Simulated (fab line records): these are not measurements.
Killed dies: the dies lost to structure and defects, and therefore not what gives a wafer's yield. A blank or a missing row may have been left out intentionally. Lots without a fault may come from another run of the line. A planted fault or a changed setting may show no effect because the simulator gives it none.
fab line records ; flow gf180mcu
record lots=14; wafers=42; last_day=34
route steps=602 shown CONTACT@314 M2@362 V2@384 M3@411
lots that met no fault: from a run of the same line without faults
start_h: hours from the record's opening day to when the first of the lot's shown wafers began ; wait_h: how many hours have passed since the lot's step before this one ; " repeats the value in the row above ; L1.1+2: a single row standing in for several wafers ; - no value, or no start was given ; * or withheld: withheld ; < > ~ a bound
route shown NAME@n: NAME is a module with steps in the file, n the number in the route of the first one ; usual: the fault-free wafers' mean and standard deviation ; same: alike in all rows ; chamber/n: place in a boat ; sites: each site's reading ; _std_site: standard deviation of those values ; _edge_site: mean of outer sites minus mean of inner sites ; radius_mm: how far each site lies from the wafer's centre ; mask NAME#n: copy n ; behind: the last tool/chamber to shape the wafer ; hold: why the lot was held/for how many hours/how that ended ; device: names the non-switching transistor (n, p or np) ; end of line: tests run on the same wafers once the route is complete ; a step with no rows: only its recipe ; killed: count of dies lost to structure and defects at first sort (not the wafer's yield) ; map: a wafer's dies, x killed, . not, _ none there
set.NAME: setting as actually run; set.NAME@STEP: the setting as run at that earlier step ; model.NAME: the simulator's own value behind a step, which no gauge read
route steps across a sampled set of lots; one table per step, one row per wafer
services: when a tool's chamber went out of use (start_h, in hours from the record's first day, below 0 if earlier), for how many hours, and the reason
## steps
# step GF_CONTACT_CMP_27
# recipe stop_on=SiO2; down_force_psi=3.5; platen_rpm=60; t_overpolish_s=15; target_thk_nm=0; pad_velocity_m_s=0.94248
# usual head_pressure_psi=3.499/0.0079; motor_current_A=11.3/0.65; overpolish_run_s=15.000/0.009; time_to_endpoint_s=71/3.9
lot.wafer;tool;chamber;start_h;wait_h;head_pressure_psi;motor_current_A;overpolish_run_s;time_to_endpoint_s
L519.4;cmp-02;0;365.20;0.0;3.503;10.4;15.000;74
L519.2;cmp-02;3;365.20;0.0;3.489;11.2;15.013;69
L519.6;cmp-02;0;365.20;0.0;3.506;9.9;15.014;72
L521.2;cmp-02;2;381.54;0.0;3.513;11.1;15.004;78
L521.1;cmp-02;3;381.54;0.0;3.501;11.6;15.006;72
L521.6;cmp-02;2;381.54;0.0;3.496;11.5;14.988;79
L522.4;cmp-02;3;398.70;0.1;3.495;11.8;15.008;70
L522.5;cmp-02;1;398.70;0.1;3.507;10.9;14.999;66
L522.6;cmp-02;2;398.70;0.1;3.493;12.2;14.998;73
L523.2;cmp-02;1;404.66;0.0;3.496;11.8;15.007;71
L523.3;cmp-02;2;404.66;0.0;3.502;11.5;14.984;77
L523.1;cmp-02;0;404.66;0.0;3.915;11.1;15.013;70
L524.2;cmp-02;1;412.75;0.1;3.496;11.5;14.992;70
L524.3;cmp-02;2;412.75;0.1;3.489;11.7;14.983;74
L524.5;cmp-02;0;412.75;0.1;3.912;11.2;15.002;66
L532.3;cmp-01;2;480.40;0.2;3.509;12.5;14.985;70
L532.5;cmp-01;3;480.40;0.2;3.496;11.6;15.020;65
L532.6;cmp-01;0;480.40;0.2;3.504;12.0;14.999;68
L533.2;cmp-02;3;485.21;0.0;3.501;11.5;15.001;64
L533.4;cmp-02;1;485.21;0.0;3.498;11.7;15.000;64
L533.5;cmp-02;3;485.21;0.0;3.489;11.1;15.005;64
L534.1;cmp-02;2;497.86;0.1;3.498;11.2;14.988;73
L534.3;cmp-02;3;497.86;0.1;3.510;11.5;15.012;67
L534.2;cmp-02;0;497.86;0.1;3.504;10.2;15.015;70
L536.3;cmp-02;3;511.69;0.1;3.492;11.1;14.998;72
L536.2;cmp-02;0;511.69;0.1;3.510;9.7;15.004;74
L536.6;cmp-02;2;511.69;0.1;3.479;11.8;14.993;78
L537.2;cmp-02;2;524.57;0.3;3.493;11.3;15.004;70
L537.5;cmp-02;1;524.57;0.3;3.492;11.5;14.998;66
L537.6;cmp-02;2;524.57;0.3;3.500;11.4;15.007;70
L538.1;cmp-02;0;526.67;0.1;3.509;10.2;14.991;68
L538.4;cmp-02;2;526.67;0.1;3.511;11.2;14.998;72
L538.5;cmp-02;0;526.67;0.1;3.493;10.5;14.994;71
L539.2;cmp-02;0;533.71;0.1;3.517;10.3;14.982;66
L539.1;cmp-02;1;533.71;0.1;3.492;11.0;14.998;67
L539.6;cmp-02;2;533.71;0.1;3.492;11.2;14.993;72
L541.2;cmp-02;2;546.61;0.1;3.489;11.2;14.993;74
L541.3;cmp-02;3;546.61;0.1;3.522;11.7;14.997;69
L541.5;cmp-02;1;546.61;0.1;3.494;11.4;15.004;65
L542.3;cmp-02;3;555.38;0.0;3.491;11.8;14.999;70
L542.1;cmp-02;1;555.38;0.0;3.502;11.9;15.011;68
L542.6;cmp-02;0;555.38;0.0;3.504;10.1;14.993;76
# step GF_M2_SPUTTER_00
# recipe material=Ti; target_thk_nm=37.5; arriving_ion_energy_ev=80; substrate_temp_c=200; chamber_pressure_pa=2; power_w=4000; time_s=150
# usual throttle_valve_pct=30.3/1.2
# same time_s=150
lot.wafer;tool;chamber;start_h;wait_h;throttle_valve_pct
L519.2;pvd_sputter-02;-;414.50;0.2;30.1
L519.4;pvd_sputter-02;-;414.50;0.2;29.5
L519.6;pvd_sputter-02;-;414.50;0.2;31.2
L521.1;pvd_sputter-02;-;431.90;0.2;31.3
L521.2;pvd_sputter-02;-;431.90;0.2;30.1
L521.6;pvd_sputter-02;-;431.90;0.2;29.4
L522.4;pvd_sputter-03;-;450.34;0.2;29.2
L522.5;pvd_sputter-03;-;450.34;0.2;29.4
L522.6;pvd_sputter-03;-;450.34;0.2;29.5
L523.1;pvd_sputter-02;-;455.77;0.1;31.2
L523.2;pvd_sputter-02;-;455.77;0.1;29.9
L523.3;pvd_sputter-02;-;455.77;0.1;31.2
L524.2;pvd_sputter-02;-;464.94;0.1;31.1
L524.3;pvd_sputter-02;-;464.94;0.1;31.2
L524.5;pvd_sputter-02;-;464.94;0.1;31.3
L532.3;pvd_sputter-02;-;530.90;0.1;29.4
L532.5;pvd_sputter-02;-;530.90;0.1;31.1
L532.6;pvd_sputter-02;-;530.90;0.1;31.2
L533.2;pvd_sputter-01;-;535.28;0.1;31.2
L533.4;pvd_sputter-01;-;535.28;0.1;30.2
L533.5;pvd_sputter-01;-;535.28;0.1;29.5
L534.1;pvd_sputter-03;-;546.71;0.2;29.2
L534.2;pvd_sputter-03;-;546.71;0.2;29.3
L534.3;pvd_sputter-03;-;546.71;0.2;28.5
L536.2;pvd_sputter-02;-;560.14;0.1;31.3
L536.3;pvd_sputter-02;-;560.14;0.1;31.4
L536.6;pvd_sputter-02;-;560.14;0.1;30.1
L537.2;pvd_sputter-01;-;572.39;0.2;29.5
L537.5;pvd_sputter-01;-;572.39;0.2;29.5
L537.6;pvd_sputter-01;-;572.39;0.2;30.0
L538.1;pvd_sputter-01;-;573.89;0.1;29.6
L538.4;pvd_sputter-01;-;573.89;0.1;30.0
L538.5;pvd_sputter-01;-;573.89;0.1;32.6
L539.1;pvd_sputter-02;-;580.22;0.1;31.3
L539.2;pvd_sputter-02;-;580.22;0.1;31.2
L539.6;pvd_sputter-02;-;580.22;0.1;31.3
L541.2;pvd_sputter-01;-;593.83;0.1;31.3
L541.3;pvd_sputter-01;-;593.83;0.1;29.7
L541.5;pvd_sputter-01;-;593.83;0.1;31.3
L542.1;pvd_sputter-01;-;601.80;0.2;29.8
L542.3;pvd_sputter-01;-;601.80;0.2;29.6
L542.6;pvd_sputter-01;-;601.80;0.2;32.9
# step GF_V2_CVD_02
# recipe material=SiO2; target_thk_nm=850; precursor=TEOS; temp_c=400; time_s=94.851; rf_w=600
# usual heater_power_w=656/100
# same time_s=94.851
lot.wafer;tool;chamber;start_h;wait_h;heater_power_w;since_wet_clean_h
L519.2;pecvd-04;1;440.20;0.0;625;474
L519.4;pecvd-04;0;440.20;0.0;608;-
L519.6;pecvd-04;1;440.20;0.0;665;-
L521.1;pecvd-04;2;456.18;0.1;791;490
L521.2;pecvd-04;1;456.18;0.1;697;490
L521.6;pecvd-04;0;456.18;0.1;592;-
L522.4;pecvd-01;2;476.10;0.1;592;-
L522.5;pecvd-01;0;476.10;0.1;473;-
L522.6;pecvd-01;1;476.10;0.1;720;-
L523.1;pecvd-01;1;480.70;0.1;707;306
L523.2;pecvd-01;2;480.70;0.1;655;306
L523.3;pecvd-01;0;480.70;0.1;566;306
L524.2;pecvd-04;1;490.10;0.0;568;524
L524.3;pecvd-04;2;490.10;0.0;803;524
L524.5;pecvd-04;1;490.10;0.0;635;-
L532.3;pecvd-01;1;554.24;0.0;754;380
L532.5;pecvd-01;2;554.24;0.0;620;-
L532.6;pecvd-01;1;554.24;0.0;746;-
L533.2;pecvd-04;2;558.96;0.0;835;593
L533.4;pecvd-04;2;558.96;0.0;869;-
L533.5;pecvd-04;1;558.96;0.0;701;-
L534.1;pecvd-03;0;570.74;0.1;790;813
L534.2;pecvd-03;1;570.74;0.1;631;813
L534.3;pecvd-03;2;570.74;0.1;781;813
L536.2;pecvd-04;1;582.89;0.0;612;617
L536.3;pecvd-04;0;582.89;0.0;581;-
L536.6;pecvd-04;1;582.89;0.0;700;-
L537.2;pecvd-04;0;594.31;0.0;535;628
L537.5;pecvd-04;1;594.31;0.0;709;-
L537.6;pecvd-04;0;594.31;0.0;612;-
L538.1;pecvd-04;1;595.99;0.1;684;630
L538.4;pecvd-04;2;595.99;0.1;889;-
L538.5;pecvd-04;0;595.99;0.1;544;-
L539.1;pecvd-01;1;601.89;0.1;768;427
L539.2;pecvd-01;2;601.89;0.1;644;427
L539.6;pecvd-01;0;601.89;0.1;565;-
L541.2;pecvd-01;0;616.09;0.0;558;441
L541.3;pecvd-01;2;616.09;0.0;634;441
L541.5;pecvd-01;0;616.09;0.0;592;-
L542.1;pecvd-01;1;623.46;0.1;658;449
L542.3;pecvd-01;0;623.46;0.1;607;449
L542.6;pecvd-01;1;623.46;0.1;709;-
# step GF_M3_SPUTTER_02
# recipe material=AlCu; target_thk_nm=450; power_w=10600; time_s=23.9; chamber_pressure_pa=0.4
# usual throttle_valve_pct=30.0/0.98
# same time_s=23.9
lot.wafer;tool;chamber;start_h;wait_h;throttle_valve_pct
L519.2;pvd_sputter-03;-;466.35;0.0;29.3
L519.4;pvd_sputter-03;-;466.35;0.0;29.3
L519.6;pvd_sputter-03;-;466.35;0.0;28.8
L521.1;pvd_sputter-04;-;482.50;0.0;29.5
L521.2;pvd_sputter-04;-;482.50;0.0;28.8
L521.6;pvd_sputter-04;-;482.50;0.0;29.2
L522.4;pvd_sputter-02;-;502.51;0.0;29.5
L522.5;pvd_sputter-02;-;502.51;0.0;29.7
L522.6;pvd_sputter-02;-;502.51;0.0;29.2
L523.1;pvd_sputter-03;-;506.15;0.0;29.9
L523.2;pvd_sputter-03;-;506.15;0.0;29.2
L523.3;pvd_sputter-03;-;506.15;0.0;29.1
L524.2;pvd_sputter-04;-;515.90;0.0;29.0
L524.3;pvd_sputter-04;-;515.90;0.0;31.5
L524.5;pvd_sputter-04;-;515.90;0.0;30.4
L532.3;pvd_sputter-02;-;577.83;0.0;29.9
L532.5;pvd_sputter-02;-;577.83;0.0;29.6
L532.6;pvd_sputter-02;-;577.83;0.0;30.0
L533.2;pvd_sputter-04;-;582.15;0.0;28.8
L533.4;pvd_sputter-04;-;582.15;0.0;30.2
L533.5;pvd_sputter-04;-;582.15;0.0;29.4
L534.1;pvd_sputter-04;-;594.39;0.0;29.3
L534.2;pvd_sputter-04;-;594.39;0.0;31.6
L534.3;pvd_sputter-04;-;594.39;0.0;30.2
L536.2;pvd_sputter-02;-;605.90;0.0;29.8
L536.3;pvd_sputter-02;-;605.90;0.0;31.5
L536.6;pvd_sputter-02;-;605.90;0.0;30.1
L537.2;pvd_sputter-04;-;617.39;0.0;30.1
L537.5;pvd_sputter-04;-;617.39;0.0;31.7
L537.6;pvd_sputter-04;-;617.39;0.0;29.1
L538.1;pvd_sputter-02;-;619.09;0.0;29.9
L538.4;pvd_sputter-02;-;619.09;0.0;29.4
L538.5;pvd_sputter-02;-;619.09;0.0;29.4
L539.1;pvd_sputter-02;-;624.84;0.0;31.1
L539.2;pvd_sputter-02;-;624.84;0.0;31.5
L539.6;pvd_sputter-02;-;624.84;0.0;29.9
L541.2;pvd_sputter-04;-;638.60;0.0;30.3
L541.3;pvd_sputter-04;-;638.60;0.0;28.8
L541.5;pvd_sputter-04;-;638.60;0.0;31.8
L542.1;pvd_sputter-03;-;645.02;0.0;29.7
L542.3;pvd_sputter-03;-;645.02;0.0;29.3
L542.6;pvd_sputter-03;-;645.02;0.0;29.6
## services
tool;chamber;start_h;hours;kind
cmp-02;-;344.15;0.7;repair
pecvd-03;-;356.50;14.6;pm
cmp-02;-;358.75;2.1;repair
cmp-01;-;362.48;0.8;repair
pecvd-04;2;366.68;5.8;repair
pecvd-03;2;376.12;13.9;repair
pecvd-04;-;405.36;0.3;repair
pvd_sputter-04;-;408.07;0.9;repair
pvd_sputter-01;-;412.45;2.3;repair
cmp-02;-;413.02;4.0;pm
cmp-02;-;437.40;2.0;repair
pvd_sputter-04;-;438.55;2.6;repair
cmp-02;-;439.70;11.9;pm
pvd_sputter-02;-;478.40;4.0;repair
pvd_sputter-02;-;482.60;2.0;repair
cmp-02;-;500.30;4.7;repair
cmp-02;-;512.61;2.0;repair
cmp-02;-;535.28;6.3;pm
pvd_sputter-02;-;574.78;0.8;repair
pecvd-04;2;578.43;16.4;repair
pvd_sputter-02;-;598.67;3.8;repair
cmp-02;-;599.29;1.6;repair
pvd_sputter-01;-;626.82;10.7;repair
pvd_sputter-01;-;630.27;8.2;repair
## key
first_sign step=GF_CONTACT_CMP_27; reading=head_pressure_psi; direction=up; sigmas=52; usual=3.499; struck=3.913
effect none on later readings
met_at GF_CONTACT_CMP_27
struck_lots L523,L524
struck_wafers L523.1,L524.5
tester_left_out L523,L524
not_acting_at GF_M2_SPUTTER_00,GF_V2_CVD_02,GF_M3_SPUTTER_02
onset_between 365.20 404.66
fault kind=process_parameter_drift; tool=cmp-02; chamber=0; onset_h=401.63; steps=GF_CONTACT_CMP_27; channel=down_force_psi; offset=0.41852; shape=step; end_h=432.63; acts_in=these_recipes_only; stated=3.5
# tester_left_out: of these lots the tester's yield and bins aren't shown, on N5 and GAA mostly nor the transistor test; their killed dies are dies lost to structure and defects alone, not to doping, threshold or leakage, so they don't give the yield
